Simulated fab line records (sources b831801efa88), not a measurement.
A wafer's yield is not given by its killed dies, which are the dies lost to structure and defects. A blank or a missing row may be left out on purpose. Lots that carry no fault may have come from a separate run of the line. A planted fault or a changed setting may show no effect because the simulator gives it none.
Shared-tool check -- flow gf180mcu -- Lots sampled 12, wafers sampled 36

== REASON IT WAS OPENED ==
2 of 12 lots carry a flag on the reading V3_W_RS at GF_V3_RS_MEAS_24. No-fault wafers: 0.326 ohm/sq, standard deviation 0.0048.
Rule: a lot is flagged when every wafer of it that has a number lies more than 4 standard deviations from that mean, or none has a number. The rest of the lots are taken to be sound.

lot,measured,on,"V3_W_RS (ohm/sq), wafer by wafer",flag
L518,day 22 11:09,film-metro-03,0.320 0.331 0.318,
L520,day 22 23:12,film-metro-03,0.319 0.328 0.331,
L521,day 23 05:20,film-metro-04,0.321 0.326 0.324,
L522,day 23 10:11,film-metro-04,0.318 0.324 0.328,
L523,day 23 17:30,film-metro-04,0.329 0.337 0.329,
L529,day 26 08:58,film-metro-04,0.334 0.325 0.331,
L532,day 27 08:02,film-metro-02,0.292 0.291 0.288,FLAGGED
L533,day 27 08:13,film-metro-03,0.329 0.326 0.327,
L535,day 27 21:28,film-metro-04,0.292 0.299 0.298,FLAGGED
L537,day 28 20:44,film-metro-02,0.328 0.328 0.333,
L539,day 29 12:27,film-metro-03,0.322 0.323 0.322,
L541,day 30 07:48,film-metro-04,0.333 0.330 0.334,
The mean of the flagged lots' numbers is 0.293 ohm/sq, -0.033 ohm/sq from the usual (-7 standard deviations).

== LOT BY LOT: THE TOOL USED ==
3 process steps preceding the reading are held in the record, out of 602 steps in the route. Every cell lists first the tool, next ch and the chambers used by the sampled wafers, and last the start.
lot,flag,GF_V2_CMP_26,GF_V3_CVD_02,GF_V3_CVD_23
L518,,"cmp-02 ch 1,2, day 20 09:19","pecvd-04 ch 0,1,2, day 21 10:21","cvd-w-02 ch 0,1, day 22 11:02"
L520,,"cmp-02 ch 1,2,3, day 20 21:16","pecvd-04 ch 1,2, day 21 22:08","cvd-w-02 ch 0,1, day 22 23:05"
L521,,"cmp-02 ch 0,1,3, day 21 04:02","pecvd-01 ch 1,2, day 22 04:50","cvd-w-01 ch 0,1, day 23 05:12"
L522,,"cmp-01 ch 0,1,3, day 21 08:47","pecvd-04 ch 1,2, day 22 09:09","cvd-w-02 ch 0,1, day 23 10:03"
L523,,"cmp-02 ch 0,1, day 21 18:16","pecvd-04 ch 0,1,2, day 22 18:26","cvd-w-02 ch 0,1, day 23 17:23"
L529,,"cmp-01 ch 0,3, day 24 12:20","pecvd-01 ch 0,1, day 25 10:42","cvd-w-02 ch 0,1, day 26 08:50"
L532,FLAGGED,"cmp-02 ch 0,1,3, day 25 11:20","pecvd-01 ch 1,2, day 26 09:53","cvd-w-02 ch 0,1, day 27 07:55"
L533,,"cmp-01 ch 0,1,3, day 25 11:30","pecvd-02 ch 1,2, day 26 10:13","cvd-w-01 ch 1, day 27 08:02"
L535,FLAGGED,"cmp-02 ch 0,1,2, day 26 01:49","pecvd-02 ch 0,2, day 27 00:09","cvd-w-02 ch 0,1, day 27 21:21"
L537,,"cmp-02 ch 1,2, day 27 01:26","pecvd-01 ch 1,2, day 27 23:11","cvd-w-01 ch 0,1, day 28 20:38"
L539,,"cmp-02 ch 0,1, day 27 19:38","pecvd-01 ch 1,2, day 28 16:13","cvd-w-01 ch 0,1, day 29 12:19"
L541,,"cmp-02 ch 2,3, day 28 15:22","pecvd-04 ch 0,1,2, day 29 11:56","cvd-w-01 ch 0,1, day 30 07:41"
What these steps do:
- GF_V2_CMP_26: polishes, stops on SiO2, t overpolish 15 s, target thk 0 nm.
- GF_V3_CVD_02: deposits SiO2 from TEOS, target thk 850 nm, time 94.851 s.
- GF_V3_CVD_23: deposits W, target thk 350 nm, time 104.9 s.
- GF_V3_RS_MEAS_24: measures by four-point-probe.

== FLAGGED AGAINST TOTAL, ONE TOOL AT A TIME (gauges that did the reading follow at the end) ==
step,tool,lots run,flagged,share of the flagged lots,sound lots run after its first flagged lot
GF_V2_CMP_26,cmp-01,3,0,none,-
GF_V2_CMP_26,cmp-02,9,2,all,"3 (L537,L539,L541)"
GF_V3_CVD_02,pecvd-01,5,1,some,"2 (L537,L539)"
GF_V3_CVD_02,pecvd-02,2,1,some,0
GF_V3_CVD_02,pecvd-04,5,0,none,-
GF_V3_CVD_23,cvd-w-01,5,0,none,-
GF_V3_CVD_23,cvd-w-02,7,2,all,0
GF_V3_RS_MEAS_24,film-metro-02,2,1,some,1 (L537)
GF_V3_RS_MEAS_24,film-metro-03,4,0,none,-
GF_V3_RS_MEAS_24,film-metro-04,6,1,some,1 (L541)

== WHAT THE TABLE PERMITS ==
Every flagged lot went through 2 rows of the table: cmp-02 at GF_V2_CMP_26 and cvd-w-02 at GF_V3_CVD_23.
- cmp-02 at GF_V2_CMP_26: 2 of its 9 lots flagged. Sound lots followed the first flagged one (L537, L539, L541) on it, something a lasting fault affecting the whole tool could not allow.
- cvd-w-02 at GF_V3_CVD_23: 2 of its 7 lots flagged. A fault beginning between L529 (day 26 08:50), its last sound lot, and L532 (day 27 07:55), its first flagged one, fits the data.
One tool is left: cvd-w-02 at GF_V3_CVD_23.

== WHAT THE SIMULATOR HAD PUT IN ==
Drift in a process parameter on cvd-w-02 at GF_V3_CVD_23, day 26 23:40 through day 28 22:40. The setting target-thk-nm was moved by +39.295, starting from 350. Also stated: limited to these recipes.
Lots struck among those shown: L532, L535. The rule above reached the same finding.
